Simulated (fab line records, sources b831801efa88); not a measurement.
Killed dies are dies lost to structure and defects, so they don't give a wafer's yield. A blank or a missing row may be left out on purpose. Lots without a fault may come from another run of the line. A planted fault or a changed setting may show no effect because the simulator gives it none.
Chamber matching | flow sky130 | SKY_LI_CONTACT_ETCH_15 on rie_diel-03: 4 sister chambers
The step etches PSG in C4F8/O2/Ar, stops on Si, target depth 600 nm. 30 wafers are shown with their chamber, then 12 later ones without.

WAFERS WITH THEIR CHAMBER
wafer  | chamber | oes_product_au (a.u.)
L075.1 | 3       | 0.840
L075.3 | 0       | 0.840
L075.5 | 3       | 0.840
L076.1 | 1       | 0.841
L076.2 | 3       | 0.841
L076.3 | 2       | 0.840
L076.4 | 0       | 0.830
L076.5 | 1       | 0.838
L076.6 | 0       | 0.830
L079.2 | 0       | 0.825
L079.3 | 3       | 0.831
L079.5 | 3       | 0.837
L081.1 | 1       | 0.845
L081.2 | 2       | 0.831
L081.3 | 3       | 0.836
L081.4 | 0       | 0.843
L081.5 | 0       | 0.832
L081.6 | 3       | 0.834
L086.2 | 0       | 0.840
L086.3 | 2       | 0.832
L086.5 | 2       | 0.836
L087.1 | 3       | 0.832
L087.2 | 2       | 0.845
L087.4 | 0       | 0.837
L088.1 | 2       | 0.835
L088.2 | 1       | 0.831
L088.3 | 3       | 0.844
L088.4 | 0       | 0.833
L088.5 | 0       | 0.846
L088.6 | 3       | 0.836

SIGNATURES (means of the wafers above)
reading        | chamber 0 | chamber 1 | chamber 2 | chamber 3 | scatter within a chamber
oes_product_au | 0.83560   | 0.83875   | 0.83650   | 0.83710   | 0.00553
Rule: a wafer's distance from a chamber is the root of the sum, over the readings, of the square of ((its reading less the chamber's mean) divided by the reading's scatter). The wafer belongs to the nearest chamber; if the next one is less than 2 further off, it can't be placed. The scatter: the root of (the sum of the squares of (reading less its chamber's mean) over the shown wafers, divided by (wafers less chambers)).

WAFERS WITHOUT THEIR CHAMBER
wafer  | oes_product_au (a.u.)
L089.1 | 0.843
L089.2 | 0.843
L089.4 | 0.835
L092.2 | 0.834
L092.3 | 0.841
L092.6 | 0.840
L093.2 | 0.835
L093.4 | 0.834
L093.6 | 0.833
L095.2 | 0.829
L095.4 | 0.834
L095.5 | 0.843

WHICH CHAMBER EACH WENT THROUGH
wafer  | from the rows above               | in truth
L089.1 | can't be placed: 1 or 3 or 2 or 0 | 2
L089.2 | can't be placed: 1 or 3 or 2 or 0 | 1
L089.4 | can't be placed: 0 or 2 or 3 or 1 | 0
L092.2 | can't be placed: 0 or 2 or 3 or 1 | 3
L092.3 | can't be placed: 1 or 3 or 2 or 0 | 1
L092.6 | can't be placed: 1 or 3 or 2 or 0 | 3
L093.2 | can't be placed: 0 or 2 or 3 or 1 | 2
L093.4 | can't be placed: 0 or 2 or 3 or 1 | 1
L093.6 | can't be placed: 0 or 2 or 3 or 1 | 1
L095.2 | can't be placed: 0 or 2 or 3 or 1 | 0
L095.4 | can't be placed: 0 or 2 or 3 or 1 | 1
L095.5 | can't be placed: 1 or 3 or 2 or 0 | 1
Placed correctly: 0 of 12. Can't be placed from these rows: 12 (the true chamber is among the candidates in 12). Placed wrongly: 0.
